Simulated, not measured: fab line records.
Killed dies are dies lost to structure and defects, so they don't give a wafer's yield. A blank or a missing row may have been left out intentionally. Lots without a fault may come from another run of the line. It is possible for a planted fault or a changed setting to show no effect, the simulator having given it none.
Which of the tools did it? + flow gf180mcu + 11 lots, 33 wafers sampled, at 4 steps of a route of 602

WHAT EACH GAUGE READ, for each wafer
GF_NWELL_TW_MEAS_11.
| lot  | measured    | on            | NWELL_TW       |
|------|-------------|---------------|----------------|
| L835 | day 3 13:17 | film-metro-01 | 1555 1564 1558 |
| L837 | day 3 23:22 | film-metro-01 | 1563 1555 1572 |
| L838 | day 4 04:56 | film-metro-04 | 1584 1589 1593 |
| L840 | day 4 16:23 | film-metro-01 | 1573 1573 1568 |
| L842 | day 5 05:18 | film-metro-02 | 1569 1561 1567 |
| L844 | day 5 15:29 | film-metro-01 | 1571 1567 1566 |
| L845 | day 5 19:26 | film-metro-02 | 1566 1570 1572 |
| L846 | day 6 01:41 | film-metro-04 | 1586 1580 1586 |
| L854 | day 7 20:11 | film-metro-02 | 1674 1665 1672 |
| L855 | day 8 01:26 | film-metro-01 | 1695 1704 1689 |
| L857 | day 8 15:35 | film-metro-04 | 1599 1593 1587 |

TOOL THAT RAN EACH LOT (tool first, then ch and the chambers of the sampled wafers, then the start)
| lot  | GF_STI_ETCH_13                    | GF_NWELL_IMPLANT_08            | GF_NWELL_STRIP_10                   |
|------|-----------------------------------|--------------------------------|-------------------------------------|
| L835 | rie-diel-04 ch 1,2,3, day 2 07:23 | implanter-03 ch 0, day 3 12:53 | plasma-asher-01 ch 0,1, day 3 13:11 |
| L837 | rie-diel-04 ch 0,3, day 2 16:13   | implanter-01 ch 0, day 3 23:00 | plasma-asher-01 ch 0,1, day 3 23:16 |
| L838 | rie-diel-03 ch 0,2,3, day 2 21:50 | implanter-03 ch 0, day 4 04:32 | plasma-asher-04 ch 0,1, day 4 04:50 |
| L840 | rie-diel-04 ch 0,1, day 3 08:56   | implanter-03 ch 0, day 4 16:00 | plasma-asher-01 ch 0,1, day 4 16:17 |
| L842 | rie-diel-02 ch 1,2,3, day 3 18:37 | implanter-03 ch 0, day 5 04:55 | plasma-asher-04 ch 0,1, day 5 05:11 |
| L844 | rie-diel-04 ch 0,3, day 4 05:22   | implanter-01 ch 0, day 5 15:06 | plasma-asher-03 ch 1, day 5 15:23   |
| L845 | rie-diel-02 ch 2,3, day 4 10:10   | implanter-01 ch 0, day 5 19:02 | plasma-asher-01 ch 0, day 5 19:20   |
| L846 | rie-diel-02 ch 0,1,2, day 4 16:16 | implanter-03 ch 0, day 6 01:17 | plasma-asher-03 ch 0,1, day 6 01:35 |
| L854 | rie-diel-04 ch 0,1,3, day 6 08:26 | implanter-03 ch 0, day 7 19:49 | plasma-asher-01 ch 0,1, day 7 20:05 |
| L855 | rie-diel-04 ch 2,3, day 6 13:32   | implanter-03 ch 0, day 8 01:04 | plasma-asher-03 ch 0,1, day 8 01:20 |
| L857 | rie-diel-04 ch 0,2,3, day 7 01:13 | implanter-01 ch 0, day 8 15:11 | plasma-asher-04 ch 0,1, day 8 15:29 |
- GF_STI_ETCH_13: etches the open film in CHF3/O2, stops on Si, target depth 282.31 nm, time 112.9 s.
- GF_NWELL_IMPLANT_08
- GF_NWELL_STRIP_10: strips in O2/N2.

THE ANSWER, worked out from the rows above alone
Rule: the usual values come from the lots themselves. Put in order of their means at a reading, lots are off if they are a third of the lots or fewer, leave a main group of 4 or more, and stand apart from it by a gap of 3 or more times the standard deviation of the main group's means; of several such gaps the widest counts. The tables above print the reading to a certain number of digits; a main group whose means all agree to those digits is not used. A lot without any number at a reading at which 4 lots or more have one is off too. The other lots that the step has rows for count as sound.
Off: at GF_NWELL_TW_MEAS_11 (NWELL_TW), L854, L855. The main group: mean 1574, standard deviation 11.
A tool fits if, at a process step before that reading, it ran every lot that is off, and no sound lot after the first of them. Gauges at GF_NWELL_TW_MEAS_11: tried the same way as those tools. One candidate fits, namely implanter-03 at GF_NWELL_IMPLANT_08. Its last sound lot is L846 (day 6 01:17), its first lot that is off L854 (day 7 19:49): a fault that began between those two fits.

WHAT THE SIMULATOR PUT IN
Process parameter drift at GF_NWELL_IMPLANT_08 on implanter-03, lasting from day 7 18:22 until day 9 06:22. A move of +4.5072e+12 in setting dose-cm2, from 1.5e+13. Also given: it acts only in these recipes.
Struck lots among those shown: L854, L855. The rule above found the same.
